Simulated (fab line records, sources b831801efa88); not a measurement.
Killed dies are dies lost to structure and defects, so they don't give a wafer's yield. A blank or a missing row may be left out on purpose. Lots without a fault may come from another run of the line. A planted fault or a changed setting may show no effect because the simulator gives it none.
Chamber matching | flow sky130 | SKY_VIA3_ETCH_14 on rie_diel-03: 4 sister chambers
The step etches BARC in N2/H2, stops on SiO2, time 45.9 s, target depth 60 nm. 18 wafers are shown with their chamber, then 9 later ones without.

WAFERS WITH THEIR CHAMBER
wafer  | chamber | drypump_motor_current_A (A) | oes_product_au (a.u.) | throttle_valve_pct (%)
L074.1 | 2       | 6.4                         | 0.858                 | 13.229
L074.3 | 0       | 6.0                         | 0.867                 | 13.224
L074.5 | 0       | 6.0                         | 0.854                 | 13.207
L075.2 | 1       | 5.2                         | 0.856                 | 13.233
L075.4 | 0       | 6.0                         | 0.850                 | 13.217
L075.6 | 1       | 5.3                         | 0.852                 | 13.223
L076.1 | 2       | 6.4                         | 0.854                 | 13.231
L076.4 | 0       | 6.0                         | 0.849                 | 13.220
L076.6 | 1       | 5.2                         | 0.851                 | 13.223
L077.1 | 0       | 6.0                         | 0.857                 | 13.240
L077.2 | 2       | 6.4                         | 0.855                 | 13.223
L077.5 | 2       | 6.4                         | 0.856                 | 13.220
L080.1 | 1       | 5.2                         | 0.857                 | 13.225
L080.2 | 3       | 5.4                         | 0.853                 | 13.219
L080.3 | 0       | 6.0                         | 0.847                 | 13.202
L082.2 | 0       | 6.0                         | 0.847                 | 13.240
L082.3 | 2       | 6.4                         | 0.859                 | 13.212
L082.4 | 1       | 5.2                         | 0.849                 | 13.227

SIGNATURES (means of the wafers above)
reading                 | chamber 0 | chamber 1 | chamber 2 | chamber 3 | scatter within a chamber
drypump_motor_current_A | 6.000     | 5.220     | 6.400     | 5.400     | 0.0239
oes_product_au          | 0.85300   | 0.85300   | 0.85640   | 0.85300   | 0.00516
throttle_valve_pct      | 13.22143  | 13.22620  | 13.22300  | 13.21900  | 0.0107
Rule: a wafer's distance from a chamber is the root of the sum, over the readings, of the square of ((its reading less the chamber's mean) divided by the reading's scatter). The wafer belongs to the nearest chamber; if the next one is less than 2 further off, it can't be placed. The scatter: the root of (the sum of the squares of (reading less its chamber's mean) over the shown wafers, divided by (wafers less chambers)).

WAFERS WITHOUT THEIR CHAMBER
wafer  | drypump_motor_current_A (A) | oes_product_au (a.u.) | throttle_valve_pct (%)
L085.2 | 5.2                         | 0.854                 | 13.225
L085.3 | 6.0                         | 0.851                 | 13.241
L085.4 | 5.4                         | 0.853                 | 13.218
L093.1 | 5.2                         | 0.857                 | 13.224
L093.3 | 6.0                         | 0.853                 | 13.223
L093.4 | 6.4                         | 0.848                 | 13.232
L094.2 | 5.4                         | 0.855                 | 13.236
L094.3 | 6.4                         | 0.861                 | 13.217
L094.6 | 6.0                         | 0.852                 | 13.216

WHICH CHAMBER EACH WENT THROUGH
wafer  | from the rows above | in truth
L085.2 | 1                   | 1
L085.3 | 0                   | 0
L085.4 | 3                   | 3
L093.1 | 1                   | 1
L093.3 | 0                   | 0
L093.4 | 2                   | 2
L094.2 | 3                   | 3
L094.3 | 2                   | 2
L094.6 | 0                   | 0
Placed correctly: 9 of 9. Can't be placed from these rows: 0. Placed wrongly: 0.
